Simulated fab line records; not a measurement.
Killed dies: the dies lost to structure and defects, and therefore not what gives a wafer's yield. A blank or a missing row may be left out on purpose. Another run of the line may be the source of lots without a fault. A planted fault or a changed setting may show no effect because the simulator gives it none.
Chamber matching    flow gf180mcu    cmp-01 running GF_V1_CMP_04: 4 sister chambers
The step polishes SiO2. 4 wafers are shown with their chamber, then 10 later ones without.

== EACH WAFER AND ITS CHAMBER ==
wafer   chamber  motor-current-A (A)
L327.1  2        13.3
L327.2  0        9.8
L328.2  1        11.1
L328.3  3        9.7

== WAFERS WITH NO CHAMBER GIVEN ==
wafer   motor-current-A (A)
L328.6  9.6
L329.2  9.6
L329.4  11.8
L329.5  11.6
L330.2  9.6
L330.3  11.0
L330.4  13.8
L333.1  9.6
L333.4  13.3
L333.6  10.2

== CHAMBER TAKEN BY EACH ==
wafer   from the rows above           in truth
L328.6  can't be placed: 3 or 0       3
L329.2  can't be placed: 3 or 0       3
L329.4  1                             1
L329.5  1                             1
L330.2  can't be placed: 3 or 0       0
L330.3  1                             1
L330.4  2                             2
L333.1  can't be placed: 3 or 0       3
L333.4  2                             2
L333.6  can't be placed: 0 or 3 or 1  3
Placed correctly: 5 of 10. Can't be placed from these rows: 5 (the true chamber is among the candidates in 5). Wrongly placed: 0.
How it was worked out, from the rows above alone: a wafer's distance from a chamber is the root of the sum, over the readings, of the square of ((its reading less the chamber's mean) divided by the reading's scatter). If the next closest chamber is less than 2 further off than the closest, the wafer can't be placed; otherwise it belongs to the closest. Each chamber's mean is taken over the wafers shown for it. The scatter: with one shown wafer a chamber, the root of the mean of the squares of how far each hidden wafer lies from its nearest shown one.
